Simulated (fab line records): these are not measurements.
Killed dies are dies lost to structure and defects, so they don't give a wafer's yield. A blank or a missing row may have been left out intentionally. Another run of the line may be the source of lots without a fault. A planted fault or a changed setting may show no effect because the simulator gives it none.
A lot that was struck, set against a sound lot	flow sfq-line	14 out of 325 route steps
Sound: the wafers L108.1, L108.4, L108.6. Struck: wafers L103.1, L103.5, L103.6. The cause comes at the end.
Order at every step that has rows: each side's tool, ch and its chambers, its first start. Under that, the readings that differ: sound wafers	struck wafers	difference of the means	sigmas: that difference in standard deviations of wafers without a fault.
alike: readings whose means differ by less than 2 such deviations, and words and numbers that are the same on both sides. not compared: withheld readings, readings that some wafer has no value for, bounds like >300 that may hide the same value, and numbers for which the record gives no deviation and whose values overlap.
Wherever a step has rows on one side only, a row that says differs or no value, or a row with sigmas, the two part there. When numbers do not overlap yet have no deviation, they are printed without sigmas and do not part them. Lack of a reading on every wafer of one side parts them only where that side has two or more wafers.

first, 6 steps without rows for these wafers: SFQ_TRILAYER_M1_LITHO_COAT_044 (resist thk 62 nm); SFQ_TRILAYER_M1_LITHO_COAT_039 (resist thk 600 nm); SFQ_TRILAYER_M1_LITHO_SOFTBAKE_043; SFQ_TRILAYER_M1_LITHO_EXPOSE_040 (exposes mask M1, target cd 500 nm); SFQ_TRILAYER_M1_LITHO_PEB_042 (peb time 60 s); SFQ_TRILAYER_M1_LITHO_DEVELOP_041 (time 60 s).
SFQ_M1_OVL_MEAS_911:
  sound: overlay-01 at day 23 07:37; struck: overlay-01 at day 20 02:59
  alike: M1_OVL
SFQ_TRILAYER_M1_BARC_OPEN_METAL_ETCH_054: etches BARC in O2, target depth 125 nm, time 41.7 s.
  sound on rie-metal-01 ch 0,1, day 23 07:40; struck on rie-metal-03 ch 0,1, day 20 03:02
  alike: drypump-motor-current-A, oes-product-au
  not compared: rf-hours-counter-h
SFQ_TRILAYER_M1_ETCH_METAL_ETCH_042: etches Nb in Cl2/Ar, stops on SiO2, target depth 240 nm, time 120 s.
  sound on rie-metal-01 ch 0,1, day 23 07:43; struck on rie-metal-03 ch 0,1, day 20 03:05
  alike: drypump-motor-current-A, oes-product-au
  not compared: rf-hours-counter-h
SFQ_TRILAYER_M1_STRIP_STRIP_043: strips in O2.
  sound on rie-metal-01 ch 0,1, day 23 07:50; struck on rie-metal-03 ch 0,1, day 20 03:13
  alike: drypump-motor-current-A, oes-product-au
  not compared: rf-hours-counter-h
then, 1 step without rows for these wafers: SFQ_TRILAYER_M1_STRIP_SOLV_CLEAN_044 (cleans in NMP, time 600 s).
SFQ_TRILAYER_I1_DEP_PECVD_045: deposits SiO2 from SiH4/N2O, time 111.11 s, target thk 500 nm.
  sound on pecvd-02 ch 1,2, day 23 08:37; struck on pecvd-02 ch 0,2, day 20 04:00
  alike: heater-power-w, throttle-valve-pct
  not compared: since-wet-clean-h
SFQ_TRILAYER_I1_CMP_CMP_046: polishes SiO2.
  sound on cmp-02 ch 0,1,2, day 23 18:00; struck on cmp-01 ch 0,3, day 20 04:05
reading	sound	struck	difference	sigmas
platen-rpm (rpm)	60.04 59.96 60.06	54.05 54.05 54.05	-5.97	-99 or more
  alike: motor-current-A, time-to-endpoint-s
SFQ_I1_BOW_MEAS_912:
  sound: film-metro-01 at day 23 21:00; struck: film-metro-02 at day 20 07:05
  alike: I1_BOW

== WHERE THEY PART ==
Only at SFQ_TRILAYER_I1_CMP_CMP_046, within this record. Later steps at which nothing parts them and some readings are alike: SFQ_I1_BOW_MEAS_912.

WHY: whatever the simulator had introduced
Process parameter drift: cmp-01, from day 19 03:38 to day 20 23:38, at SFQ_TRILAYER_I1_CMP_CMP_046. A move of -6 in setting platen-rpm, from 60. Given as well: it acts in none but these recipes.
